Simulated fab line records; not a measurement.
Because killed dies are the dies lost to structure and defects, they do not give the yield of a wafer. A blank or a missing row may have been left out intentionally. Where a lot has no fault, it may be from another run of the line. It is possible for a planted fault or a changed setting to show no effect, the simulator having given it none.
fab line records    flow sky130
record: lots: 7  wafers: 19  last-day: 49
route steps=708 shown LDD_N@245 LDD_P@255 PAD_OPEN@708
lots with no fault: from the same line, run without faults
start-h: hours from the record's opening day to when the first of the lot's shown wafers began    wait-h: hours since the lot's step before    " repeats the value in the row above    L1.1+2: several wafers, shown together as one row    - no value, or no start was given    * or withheld: withheld    < > ~ a bound
route shown NAME@n: a module of which the file shows steps, and the number in the route of the first    usual: mean and standard deviation over wafers with no fault    same: alike in all rows    chamber/n: place in a boat    sites: the reading at each site    _std_site: their standard deviation    _edge_site: inner sites' mean taken away from outer sites' mean    radius-mm: how far each site lies from the wafer's centre    mask NAME#n: copy n    behind: the most recent tool/chamber to have shaped the wafer    hold: what put the lot on hold/how long, in hours/how the hold closed    device: which transistor (n, p or np) failed to switch    end of line: tests of these same wafers at the route's end    a step given without rows: its recipe and nothing more    killed: dies that structure and defects cost at the first sort, which is not the same as the wafer's yield    map: the dies of a wafer, with x for killed, . for not killed, _ for no die there
set.NAME: the setting that was run; set.NAME@STEP: the one run at that earlier step    model.NAME: the simulator's own value behind a step, which no gauge read
lots at some steps of the route; a table a step, a row a wafer
services: the hour from which a tool's chamber was out of use, counted from the record's first day as start-h (under 0 if before that day), plus the number of hours and why
== steps ==
step: SKY_LDD_N_IMPLANT_08
recipe: species: As  energy-kev: 20  dose-cm2: 7.5e+13  tilt-deg: withheld  rotation-deg: 23
step: SKY_LDD_N_IMPLANT_09
recipe: species: As  energy-kev: 20  dose-cm2: 7.5e+13  tilt-deg: withheld  rotation-deg: 113
step: SKY_LDD_N_IMPLANT_10
recipe: species: As  energy-kev: 20  dose-cm2: 7.5e+13  tilt-deg: withheld  rotation-deg: 203
step: SKY_LDD_N_IMPLANT_11
recipe: species: As  energy-kev: 20  dose-cm2: 7.5e+13  tilt-deg: withheld  rotation-deg: 293
step: SKY_LDD_N_IMPLANT_12
recipe: species: BF2  energy-kev: 50  dose-cm2: 5e+12  tilt-deg: 30  rotation-deg: 0
step: SKY_LDD_N_IMPLANT_13
recipe: species: BF2  energy-kev: 50  dose-cm2: 5e+12  tilt-deg: 30  rotation-deg: 90
step: SKY_LDD_N_IMPLANT_14
recipe: species: BF2  energy-kev: 50  dose-cm2: 5e+12  tilt-deg: 30  rotation-deg: 180
step: SKY_LDD_N_IMPLANT_15
recipe: species: BF2  energy-kev: 50  dose-cm2: 5e+12  tilt-deg: 30  rotation-deg: 270
step: SKY_LDD_N_STRIP_16
recipe: chemistry: O2/N2  power-w: 1400  pressure-mtorr: 1500  platen-temp-c: withheld  o2-flow-sccm: 3000  n2-flow-sccm: 300  overash-fraction: 0.5
usual: drypump-motor-current-A: 5.4/0.37  oes-product-au: 0.406/0.0044  strip-time-to-endpoint-s: 4.309/0.014
lot.wafer  tool             chamber  start-h  wait-h  drypump-motor-current-A  oes-product-au  rf-hours-counter-h  strip-time-to-endpoint-s
L810.1     plasma-asher-03  1        405.61   0.1     5.0                      0.403           29                  4.310
L810.2     "                0        "        "       5.4                      0.409           29                  4.288
L810.4     "                1        "        "       4.9                      0.396           -                   4.323
L815.2     plasma-asher-03  0        470.26   0.1     5.4                      0.404           36                  4.287
L815.4     "                0        "        "       5.4                      0.407           -                   4.314
L815.5     "                0        "        "       5.5                      0.405           -                   4.293
L822.2     plasma-asher-04  1        516.42   0.1     5.6                      0.410           69                  4.319
L822.5     "                0        "        "       6.2                      0.402           -                   4.309
L823.1     plasma-asher-01  1        522.51   0.1     5.6                      0.409           10                  4.326
L823.2     "                0        "        "       5.1                      0.401           10                  4.310
L825.2     plasma-asher-01  1        545.62   0.1     5.6                      0.411           12                  4.293
L825.3     "                0        "        "       5.1                      0.409           -                   4.299
L825.4     "                1        "        "       5.6                      0.406           -                   4.323
L827.2     plasma-asher-01  1        557.08   0.1     5.5                      0.411           13                  4.309
L827.5     "                0        "        "       5.2                      0.401           -                   4.288
L827.6     "                1        "        "       5.5                      0.411           -                   4.316
L828.1     plasma-asher-03  0        568.58   0.1     5.5                      0.405           47                  4.296
L828.2     "                1        "        "       5.0                      0.411           47                  4.310
L828.5     "                0        "        "       5.5                      0.397           -                   4.285
step: SKY_LDD_N_TW_MEAS_17
usual: LDD_N_TW: 2561/18
lot.wafer  tool           chamber  start-h  wait-h  LDD_N_TW
L810.1     film-metro-01  -        405.71   0.1     2558
L810.2     "              -        "        "       2559
L810.4     "              -        "        "       2557
L815.2     film-metro-01  -        470.37   0.1     2556
L815.4     "              -        "        "       2556
L815.5     "              -        "        "       2555
L822.2     film-metro-02  -        516.53   0.1     2547
L822.5     "              -        "        "       2560
L823.1     film-metro-04  -        522.61   0.1     2594
L823.2     "              -        "        "       2592
L825.2     film-metro-02  -        545.73   0.1     2550
L825.3     "              -        "        "       2552
L825.4     "              -        "        "       2556
L827.2     film-metro-02  -        557.19   0.1     2560
L827.5     "              -        "        "       2559
L827.6     "              -        "        "       2577
L828.1     film-metro-02  -        568.68   0.1     2569
L828.2     "              -        "        "       2569
L828.5     "              -        "        "       2570
step: SKY_LDD_P_DEHYDRATE_00
recipe: temp-c: 200  time-s: 60
step: SKY_LDD_P_HMDS_01
recipe: prime-time-s: 60  prime-temp-c: 120
step: SKY_LDD_P_COAT_02
recipe: resist: NOVOLAK  spin-rpm: 3000  resist-thk-nm: 1140
lot.wafer   tool            chamber  start-h  wait-h  model.NOVOLAK_of_LDD_P_COAT_02.thk-nm
L810.1      litho-track-03  0        419.99   0.1     1141
L810.2      "               0        "        "       1137
L810.4      "               0        "        "       1142
L815.2+4+5  litho-track-04  0        484.97   0.1     1140
L822.2      litho-track-03  0        530.91   0.1     1167
L822.5      "               0        "        "       1168
L823.1      litho-track-03  0        537.24   0.1     1137
L823.2      "               0        "        "       1168
L825.2      litho-track-03  0        559.86   0.1     1170
L825.3+4    "               0        "        "       1136
L827.2      litho-track-04  0        572.07   0.1     1144
L827.5      "               0        "        "       1138
L827.6      "               0        "        "       1141
L828.1+5    litho-track-02  0        582.87   0.1     1144
L828.2      "               0        "        "       1140
step: SKY_LDD_P_SOFTBAKE_03
recipe: temp-c: 90  time-s: 60  resist: NOVOLAK
step: SKY_LDD_P_EXPOSE_04
recipe: mask-id: PSDM  na: 0.6  source-shape: conventional  sigma-outer: 0.6  polarization: unpolarized  target-cd-nm: 380  dose-mj: 138
step: SKY_LDD_P_PEB_05
recipe: temp-c: withheld  time-s: *  resist: NOVOLAK
step: SKY_LDD_P_DEVELOP_06
recipe: resist: NOVOLAK  developer: TMAH  develop-time-s: 60  dev-temp-c: 23
lot.wafer  tool            chamber  start-h  wait-h  model.NOVOLAK_of_LDD_P_COAT_02.thk-nm
L810.1+4   litho-track-02  0        435.52   0.1     1141
L810.2     "               0        "        "       1136
L815.2+5   litho-track-04  0        500.97   0.1     1139
L815.4     "               0        "        "       1140
L822.2     litho-track-04  0        545.97   0.1     1167
L822.5     "               0        "        "       1168
L823.1     litho-track-03  0        552.04   0.1     1137
L823.2     "               0        "        "       1168
L825.2     litho-track-04  0        575.02   0.1     1170
L825.3+4   "               0        "        "       1135
L827.2     litho-track-04  0        586.32   0.1     1144
L827.5     "               0        "        "       1137
L827.6     "               0        "        "       1140
L828.1     litho-track-04  0        597.50   0.1     1143
L828.2     "               0        "        "       1140
L828.5     "               0        "        "       1144
step: SKY_LDD_P_CD_MEAS_07
recipe: target-cd-nm: 380
usual: cd-nm: 381.1/2.4
lot.wafer  tool       chamber  start-h  wait-h  cd-nm
L810.1     cd-sem-01  -        435.67   0.1     379.2
L810.2     "          -        "        "       379.1
L810.4     "          -        "        "       379.6
L815.2     cd-sem-01  -        501.12   0.1     378.9
L815.4     "          -        "        "       378.5
L815.5     "          -        "        "       378.3
L822.2     cd-sem-01  -        546.12   0.1     376.6
L822.5     "          -        "        "       380.5
L823.1     cd-sem-01  -        552.19   0.1     381.1
L823.2     "          -        "        "       374.0
L825.2     cd-sem-01  -        575.17   0.1     379.2
L825.3     "          -        "        "       382.6
L825.4     "          -        "        "       382.3
L827.2     cd-sem-02  -        586.47   0.1     380.4
L827.5     "          -        "        "       381.2
L827.6     "          -        "        "       381.9
L828.1     cd-sem-02  -        597.65   0.1     378.9
L828.2     "          -        "        "       379.2
L828.5     "          -        "        "       378.4
step: SKY_LDD_P_OVL_MEAS_08
usual: LDD_P_OVL: -1.2/1.4
lot.wafer  tool        chamber  start-h  wait-h  LDD_P_OVL[nm]
L810.1     overlay-02  -        435.79   0.1     -1.3
L810.2     "           -        "        "       -1.9
L810.4     "           -        "        "       -1.7
L815.2     overlay-02  -        501.22   0.1     -2.8
L815.4     "           -        "        "       -1.7
L815.5     "           -        "        "       -2.9
L822.2     overlay-01  -        546.22   0.1     -2.1
L822.5     "           -        "        "       -1.7
L823.1     overlay-02  -        552.31   0.1     -1.1
L823.2     "           -        "        "       -0.9
L825.2     overlay-01  -        575.27   0.1     -2.0
L825.3     "           -        "        "       -3.1
L825.4     "           -        "        "       -3.3
L827.2     overlay-01  -        586.57   0.1     -1.1
L827.5     "           -        "        "       -2.0
L827.6     "           -        "        "       -2.7
L828.1     overlay-02  -        597.77   0.1     -0.3
L828.2     "           -        "        "       0.4
L828.5     "           -        "        "       2.5
step: SKY_LDD_P_IMPLANT_09
recipe: species: BF2  energy-kev: 25  dose-cm2: 1e+13  tilt-deg: withheld
step: SKY_LDD_P_STRIP_10
recipe: chemistry: O2/N2  power-w: 1400  pressure-mtorr: 1500  platen-temp-c: withheld  o2-flow-sccm: 3000  n2-flow-sccm: 300  overash-fraction: 0.5
usual: drypump-motor-current-A: 5.6/0.34  oes-product-au: 0.715/0.0045  strip-time-to-endpoint-s: 14.16/0.036
lot.wafer  tool             chamber  start-h  wait-h  drypump-motor-current-A  oes-product-au  rf-hours-counter-h  strip-time-to-endpoint-s
L810.1     plasma-asher-02  0        435.98   0.1     5.6                      0.720           74                  14.20
L810.2     "                1        "        "       5.2                      0.711           74                  14.13
L810.4     "                0        "        "       5.6                      0.711           -                   14.19
L815.2     plasma-asher-01  1        501.43   0.1     5.5                      0.715           7                   14.18
L815.4     "                0        "        "       5.1                      0.709           -                   14.19
L815.5     "                0        "        "       5.1                      0.719           -                   14.16
L822.2     plasma-asher-01  1        546.40   0.1     5.6                      0.712           12                  14.48
L822.5     "                0        "        "       5.2                      0.718           -                   14.44
L823.1     plasma-asher-02  1        552.49   0.1     5.2                      0.712           85                  14.15
L823.2     "                0        "        "       5.6                      0.710           85                  14.48
L825.2     plasma-asher-01  1        575.45   0.1     5.6                      0.713           16                  14.50
L825.3     "                1        "        "       5.5                      0.715           -                   14.13
L825.4     "                0        "        "       5.1                      0.723           -                   14.14
L827.2     plasma-asher-01  1        586.75   0.1     5.5                      0.719           17                  14.22
L827.5     "                1        "        "       5.6                      0.715           -                   14.15
L827.6     "                0        "        "       5.2                      0.722           -                   14.20
L828.1     plasma-asher-04  1        597.95   0.1     5.6                      0.719           75                  14.21
L828.2     "                0        "        "       6.1                      0.709           75                  14.18
L828.5     "                1        "        "       5.7                      0.710           -                   14.24
step: SKY_LDD_P_TW_MEAS_11
usual: LDD_P_TW: 631/4.7
lot.wafer  tool           chamber  start-h  wait-h  LDD_P_TW
L810.1     film-metro-03  -        436.08   0.1     632
L810.2     "              -        "        "       634
L810.4     "              -        "        "       640
L815.2     film-metro-02  -        501.54   0.1     626
L815.4     "              -        "        "       631
L815.5     "              -        "        "       632
L822.2     film-metro-02  -        546.51   0.1     628
L822.5     "              -        "        "       623
L823.1     film-metro-02  -        552.59   0.1     632
L823.2     "              -        "        "       636
L825.2     film-metro-02  -        575.56   0.1     632
L825.3     "              -        "        "       631
L825.4     "              -        "        "       631
L827.2     film-metro-02  -        586.86   0.1     628
L827.5     "              -        "        "       624
L827.6     "              -        "        "       627
L828.1     film-metro-03  -        598.05   0.1     632
L828.2     "              -        "        "       633
L828.5     "              -        "        "       629
step: SKY_PAD_OPEN_PROBE_99
usual: killed_at_M0_to_M3: 43/6.5  killed_at_M4_up: 3.5/1.9  killed-at-contacts: 24/5.4  killed-at-front-end: 16/4.8  killed-at-other: 0.4/0.64  killed-dies: 87/9.4  killed-open: 47/7  killed-short: 40/6.3
same: gross-dies: 492  killed-at-back-side: 0
lot.wafer  tool       chamber  start-h  wait-h  killed_at_M0_to_M3  killed_at_M4_up  killed-at-contacts  killed-at-front-end  killed-at-other  killed-dies  killed-open  killed-short
L815.2     prober-01  -        1123.06  0.1     49                  3                18                  17                   0                87           57           28
L815.4     prober-01  -        1123.16  0.2     46                  5                17                  28                   0                96           50           44
L815.5     prober-01  -        1123.21  0.2     41                  6                29                  22                   1                99           51           45
L827.2     prober-02  -        1174.64  0.1     38                  6                14                  23                   0                81           46           35
L827.5     prober-02  -        1174.79  0.2     37                  3                29                  17                   1                87           47           39
L827.6     prober-02  -        1174.84  0.2     43                  3                13                  24                   1                84           37           46
killed by level:class
L815.2 CONTACT:geometric-particle:open=10 METAL1:geometric-particle:short=9 VIA1:geometric-particle:open=9 VIA3:geometric-particle:open=8 VIA2:geometric-particle:open=7 LI_CONTACT:geometric-particle:open=6 FIELD_ISO:geometric-particle:open=4 FIELD_ISO:geometric-particle:short=4
L815.4 VIA1:geometric-particle:open=11 FIELD_ISO:geometric-particle:open=8 CONTACT:geometric-particle:open=6 METAL2:geometric-particle:short=6 FIELD_ISO:geometric-particle:short=5 VIA1:geometric-particle:short=5 METAL1:geometric-particle:short=5 VIA3:geometric-particle:short=4
L815.5 CONTACT:geometric-particle:short=9 VIA2:geometric-particle:open=9 CONTACT:geometric-particle:open=8 VIA3:geometric-particle:open=8 FIELD_ISO:geometric-particle:open=7 METAL4:geometric-particle:short=6 POLY_GATE:geometric-particle:open=5 LI_CONTACT:geometric-particle:open=5
L827.2 VIA3:geometric-particle:open=8 METAL1:geometric-particle:short=7 POLY_GATE:geometric-particle:open=6 POLY_GATE:geometric-particle:short=5 CONTACT:geometric-particle:open=5 VIA2:geometric-particle:open=5 FIELD_ISO:geometric-particle:open=4 FIELD_ISO:geometric-particle:short=4
L827.5 LI_CONTACT:geometric-particle:open=10 CONTACT:geometric-particle:open=10 VIA3:geometric-particle:open=8 METAL2:geometric-particle:short=6 FIELD_ISO:geometric-particle:open=5 CONTACT:geometric-particle:short=5 VIA1:geometric-particle:short=5 POLY_GATE:geometric-particle:open=4
L827.6 POLY_GATE:geometric-particle:short=9 METAL1:geometric-particle:short=9 FIELD_ISO:geometric-particle:open=6 VIA3:geometric-particle:short=6 VIA3:geometric-particle:open=5 FIELD_ISO:geometric-particle:short=4 LI_CONTACT:geometric-particle:open=4 VIA2:geometric-particle:open=4
== services ==
tool             chamber  start-h  hours  kind
plasma-asher-02  -        386.98   3.1    repair
plasma-asher-01  -        421.25   9.0    pm
plasma-asher-01  0        421.25   9.0    vent-cycle
plasma-asher-01  1        421.25   9.0    vent-cycle
plasma-asher-02  -        421.50   2.8    pm
plasma-asher-01  0        430.25   -      clean
plasma-asher-01  1        430.25   -      clean
plasma-asher-04  -        517.14   1.1    repair
plasma-asher-04  -        548.57   16.9   repair
plasma-asher-04  -        567.44   4.5    repair
== key ==
first-sign: step: SKY_LDD_P_STRIP_10  reading: strip-time-to-endpoint-s  direction: up  sigmas: 8.8  usual: *  struck: *
effect none on later readings
model-effect: step: SKY_LDD_P_COAT_02  value: NOVOLAK_of_LDD_P_COAT_02.thk-nm  without: 1134  struck: 1169
model-effect: step: SKY_LDD_P_DEVELOP_06  value: NOVOLAK_of_LDD_P_COAT_02.thk-nm  without: 1133  struck: 1168
met-at SKY_LDD_P_COAT_02
struck-wafers L822.2,L822.5,L823.2,L825.2
tester-left-out L822,L823,L825
onset-between 419.99 530.91
fault: kind: process-parameter-drift  tool: litho-track-03  chamber: -  onset-h: 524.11  steps: SKY_LDD_P_COAT_02  channel: resist-thk-nm  offset: 35.198  shape: step  end-h: 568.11  scope: struck-wafers-only  acts-in: these-recipes-only  stated: 1140
tester-left-out: of these lots the tester's yield and bins aren't shown, on N5 and GAA mostly nor the transistor test; their killed dies are dies lost to structure and defects alone, not to doping, threshold or leakage, so they don't give the yield
